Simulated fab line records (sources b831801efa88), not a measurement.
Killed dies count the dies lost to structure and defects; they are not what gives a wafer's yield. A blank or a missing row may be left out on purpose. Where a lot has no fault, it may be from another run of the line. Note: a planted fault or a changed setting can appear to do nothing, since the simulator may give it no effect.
What tool caused it? / flow gf180mcu / 24 lots with 72 wafers sampled at 3 steps, on a route of 602 steps

## WHAT EACH GAUGE READ, for each wafer
GF_V2_THK_MEAS_03. Usual: for V2_CVD_02_THK the level is 851 nm and the standard deviation is 12.
lot=L074; measured=day 19 06:17; on=filmMetro-02; V2_CVD_02_THK (nm)=851 827 850; flag=
lot=L075; measured=day 19 17:01; on=filmMetro-04; V2_CVD_02_THK (nm)=847 854 875; flag=
lot=L076; measured=day 20 02:22; on=filmMetro-03; V2_CVD_02_THK (nm)=840 863 878; flag=
lot=L078; measured=day 20 18:14; on=filmMetro-02; V2_CVD_02_THK (nm)=846 862 869; flag=
lot=L077; measured=day 20 20:44; on=filmMetro-04; V2_CVD_02_THK (nm)=847 852 856; flag=
lot=L079; measured=day 20 22:22; on=filmMetro-02; V2_CVD_02_THK (nm)=848 877 865; flag=
lot=L080; measured=day 21 13:18; on=filmMetro-04; V2_CVD_02_THK (nm)=870 867 873; flag=
lot=L081; measured=day 21 20:00; on=filmMetro-04; V2_CVD_02_THK (nm)=855 844 845; flag=
lot=L082; measured=day 22 09:32; on=filmMetro-04; V2_CVD_02_THK (nm)=838 863 870; flag=
lot=L083; measured=day 22 16:16; on=filmMetro-03; V2_CVD_02_THK (nm)=849 859 852; flag=
lot=L084; measured=day 22 22:53; on=filmMetro-02; V2_CVD_02_THK (nm)=833 832 841; flag=
lot=L085; measured=day 23 13:11; on=filmMetro-03; V2_CVD_02_THK (nm)=853 852 856; flag=
lot=L086; measured=day 23 19:47; on=filmMetro-02; V2_CVD_02_THK (nm)=838 846 855; flag=
lot=L087; measured=day 24 11:35; on=filmMetro-03; V2_CVD_02_THK (nm)=854 856 858; flag=
lot=L088; measured=day 24 12:40; on=filmMetro-03; V2_CVD_02_THK (nm)=845 856 858; flag=
lot=L089; measured=day 24 18:58; on=filmMetro-04; V2_CVD_02_THK (nm)=851 844 853; flag=
lot=L090; measured=day 25 00:12; on=filmMetro-04; V2_CVD_02_THK (nm)=831 865 846; flag=
lot=L091; measured=day 25 06:59; on=filmMetro-04; V2_CVD_02_THK (nm)=845 842 841; flag=
lot=L092; measured=day 25 14:49; on=filmMetro-03; V2_CVD_02_THK (nm)=865 868 876; flag=
lot=L093; measured=day 25 19:47; on=filmMetro-02; V2_CVD_02_THK (nm)=834 855 850; flag=
lot=L094; measured=day 26 05:32; on=filmMetro-03; V2_CVD_02_THK (nm)=846 857 853; flag=
lot=L095; measured=day 26 14:45; on=filmMetro-03; V2_CVD_02_THK (nm)=850 843 856; flag=
lot=L096; measured=day 26 22:38; on=filmMetro-04; V2_CVD_02_THK (nm)=834 838 839; flag=
lot=L097; measured=day 27 07:26; on=filmMetro-03; V2_CVD_02_THK (nm)=830 822 847; flag=

## WHAT TOOL EACH LOT RAN ON (gives the tool, then ch and the chambers of the sampled wafers, and finally the start)
lot=L074; GF_M1_SPUTTER_01=pvdSputter-03, day 16 03:40; GF_M2_SPUTTER_01=pvdSputter-04, day 18 05:13
lot=L075; GF_M1_SPUTTER_01=pvdSputter-03, day 16 13:48; GF_M2_SPUTTER_01=pvdSputter-02, day 18 16:08
lot=L076; GF_M1_SPUTTER_01=pvdSputter-02, day 16 22:09; GF_M2_SPUTTER_01=pvdSputter-04, day 19 00:29
lot=L078; GF_M1_SPUTTER_01=pvdSputter-03, day 17 13:16; GF_M2_SPUTTER_01=pvdSputter-04, day 19 16:57
lot=L077; GF_M1_SPUTTER_01=pvdSputter-02, day 17 16:33; GF_M2_SPUTTER_01=pvdSputter-01, day 19 19:22
lot=L079; GF_M1_SPUTTER_01=pvdSputter-04, day 17 18:18; GF_M2_SPUTTER_01=pvdSputter-04, day 19 21:37
lot=L080; GF_M1_SPUTTER_01=pvdSputter-04, day 18 08:35; GF_M2_SPUTTER_01=pvdSputter-02, day 20 12:17
lot=L081; GF_M1_SPUTTER_01=pvdSputter-04, day 18 15:43; GF_M2_SPUTTER_01=pvdSputter-02, day 20 19:32
lot=L082; GF_M1_SPUTTER_01=pvdSputter-02, day 19 04:56; GF_M2_SPUTTER_01=pvdSputter-01, day 21 08:31
lot=L083; GF_M1_SPUTTER_01=pvdSputter-03, day 19 11:53; GF_M2_SPUTTER_01=pvdSputter-01, day 21 15:32
lot=L084; GF_M1_SPUTTER_01=pvdSputter-03, day 19 19:24; GF_M2_SPUTTER_01=pvdSputter-02, day 21 22:47
lot=L085; GF_M1_SPUTTER_01=pvdSputter-04, day 20 10:33; GF_M2_SPUTTER_01=pvdSputter-02, day 22 13:17
lot=L086; GF_M1_SPUTTER_01=pvdSputter-04, day 20 17:07; GF_M2_SPUTTER_01=pvdSputter-04, day 22 20:04
lot=L087; GF_M1_SPUTTER_01=pvdSputter-03, day 21 10:46; GF_M2_SPUTTER_01=pvdSputter-04, day 23 12:11
lot=L088; GF_M1_SPUTTER_01=pvdSputter-02, day 21 11:36; GF_M2_SPUTTER_01=pvdSputter-01, day 23 12:56
lot=L089; GF_M1_SPUTTER_01=pvdSputter-03, day 21 18:16; GF_M2_SPUTTER_01=pvdSputter-01, day 23 19:53
lot=L090; GF_M1_SPUTTER_01=pvdSputter-02, day 22 00:46; GF_M2_SPUTTER_01=pvdSputter-02, day 24 02:05
lot=L091; GF_M1_SPUTTER_01=pvdSputter-04, day 22 10:11; GF_M2_SPUTTER_01=pvdSputter-02, day 24 09:28
lot=L092; GF_M1_SPUTTER_01=pvdSputter-03, day 22 15:25; GF_M2_SPUTTER_01=pvdSputter-02, day 24 15:56
lot=L093; GF_M1_SPUTTER_01=pvdSputter-03, day 22 22:26; GF_M2_SPUTTER_01=pvdSputter-02, day 24 21:39
lot=L094; GF_M1_SPUTTER_01=pvdSputter-03, day 23 10:00; GF_M2_SPUTTER_01=pvdSputter-02, day 25 08:02
lot=L095; GF_M1_SPUTTER_01=pvdSputter-04, day 23 17:50; GF_M2_SPUTTER_01=pvdSputter-01, day 25 16:38
lot=L096; GF_M1_SPUTTER_01=pvdSputter-02, day 24 02:52; GF_M2_SPUTTER_01=pvdSputter-04, day 26 01:10
lot=L097; GF_M1_SPUTTER_01=pvdSputter-03, day 24 11:52; GF_M2_SPUTTER_01=pvdSputter-01, day 26 09:38
- GF_M1_SPUTTER_01: material TiN, target thk 30 nm, time 25 s.
- GF_M2_SPUTTER_01: material TiN, target thk 30 nm, time 25 s.

## AS READ BY THE TOOLS THEMSELVES (means over the sampled wafers that have a number; for cases with no such wafer, the mark the record gives instead)
GF_M1_SPUTTER_01. Usual: throttleValvePct reads 30.4 % (standard deviation 1.1).
lot=L074; tool=pvdSputter-03; throttleValvePct (%)=30.4; flag=
lot=L075; tool=pvdSputter-03; throttleValvePct (%)=30.3; flag=
lot=L076; tool=pvdSputter-02; throttleValvePct (%)=31.1; flag=
lot=L078; tool=pvdSputter-03; throttleValvePct (%)=29.1; flag=
lot=L077; tool=pvdSputter-02; throttleValvePct (%)=31.2; flag=
lot=L079; tool=pvdSputter-04; throttleValvePct (%)=30.2; flag=
lot=L080; tool=pvdSputter-04; throttleValvePct (%)=29.7; flag=
lot=L081; tool=pvdSputter-04; throttleValvePct (%)=30.1; flag=
lot=L082; tool=pvdSputter-02; throttleValvePct (%)=31.1; flag=
lot=L083; tool=pvdSputter-03; throttleValvePct (%)=31.1; flag=
lot=L084; tool=pvdSputter-03; throttleValvePct (%)=30.3; flag=
lot=L085; tool=pvdSputter-04; throttleValvePct (%)=30.5; flag=
lot=L086; tool=pvdSputter-04; throttleValvePct (%)=31.2; flag=
lot=L087; tool=pvdSputter-03; throttleValvePct (%)=29.5; flag=
lot=L088; tool=pvdSputter-02; throttleValvePct (%)=31.1; flag=
lot=L089; tool=pvdSputter-03; throttleValvePct (%)=30.7; flag=
lot=L090; tool=pvdSputter-02; throttleValvePct (%)=31.4; flag=
lot=L091; tool=pvdSputter-04; throttleValvePct (%)=30.2; flag=
lot=L092; tool=pvdSputter-03; throttleValvePct (%)=29.6; flag=
lot=L093; tool=pvdSputter-03; throttleValvePct (%)=28.9; flag=
lot=L094; tool=pvdSputter-03; throttleValvePct (%)=29.8; flag=
lot=L095; tool=pvdSputter-04; throttleValvePct (%)=30.2; flag=
lot=L096; tool=pvdSputter-02; throttleValvePct (%)=31.2; flag=
lot=L097; tool=pvdSputter-03; throttleValvePct (%)=29.8; flag=

GF_M2_SPUTTER_01. Usual: throttleValvePct reads 30.9 % (standard deviation 0.84).
lot=L074; tool=pvdSputter-04; throttleValvePct (%)=29.7; flag=
lot=L075; tool=pvdSputter-02; throttleValvePct (%)=31.3; flag=
lot=L076; tool=pvdSputter-04; throttleValvePct (%)=30.3; flag=
lot=L078; tool=pvdSputter-04; throttleValvePct (%)=29.3; flag=
lot=L077; tool=pvdSputter-01; throttleValvePct (%)=30.6; flag=
lot=L079; tool=pvdSputter-04; throttleValvePct (%)=31.0; flag=
lot=L080; tool=pvdSputter-02; throttleValvePct (%)=31.1; flag=
lot=L081; tool=pvdSputter-02; throttleValvePct (%)=31.2; flag=
lot=L082; tool=pvdSputter-01; throttleValvePct (%)=30.6; flag=
lot=L083; tool=pvdSputter-01; throttleValvePct (%)=30.5; flag=
lot=L084; tool=pvdSputter-02; throttleValvePct (%)=31.2; flag=
lot=L085; tool=pvdSputter-02; throttleValvePct (%)=31.5; flag=
lot=L086; tool=pvdSputter-04; throttleValvePct (%)=31.0; flag=
lot=L087; tool=pvdSputter-04; throttleValvePct (%)=31.1; flag=
lot=L088; tool=pvdSputter-01; throttleValvePct (%)=30.8; flag=
lot=L089; tool=pvdSputter-01; throttleValvePct (%)=30.4; flag=
lot=L090; tool=pvdSputter-02; throttleValvePct (%)=31.7; flag=
lot=L091; tool=pvdSputter-02; throttleValvePct (%)=31.1; flag=
lot=L092; tool=pvdSputter-02; throttleValvePct (%)=31.2; flag=
lot=L093; tool=pvdSputter-02; throttleValvePct (%)=31.2; flag=
lot=L094; tool=pvdSputter-02; throttleValvePct (%)=31.7; flag=
lot=L095; tool=pvdSputter-01; throttleValvePct (%)=31.0; flag=
lot=L096; tool=pvdSputter-04; throttleValvePct (%)=31.7; flag=
lot=L097; tool=pvdSputter-01; throttleValvePct (%)=30.5; flag=

## THE ANSWER, worked out from the rows above alone
Rule: a lot is off if the mean of its wafers that have a number lies more than 3 standard deviations from the usual mean. Also off: a lot with no number at a reading for which 4 or more lots have one. The other lots that the step has rows for count as sound. Order of review: gauges by route order, followed by the tools' own readings, for which a lot's mean as printed above is used. The first step at which some lot is off is used, and at that step the reading that is off furthest; a lot without a number counts as furthest.
Nothing can be told from this: no lot is off at any reading shown.

## WHAT THE SIMULATOR PUT IN
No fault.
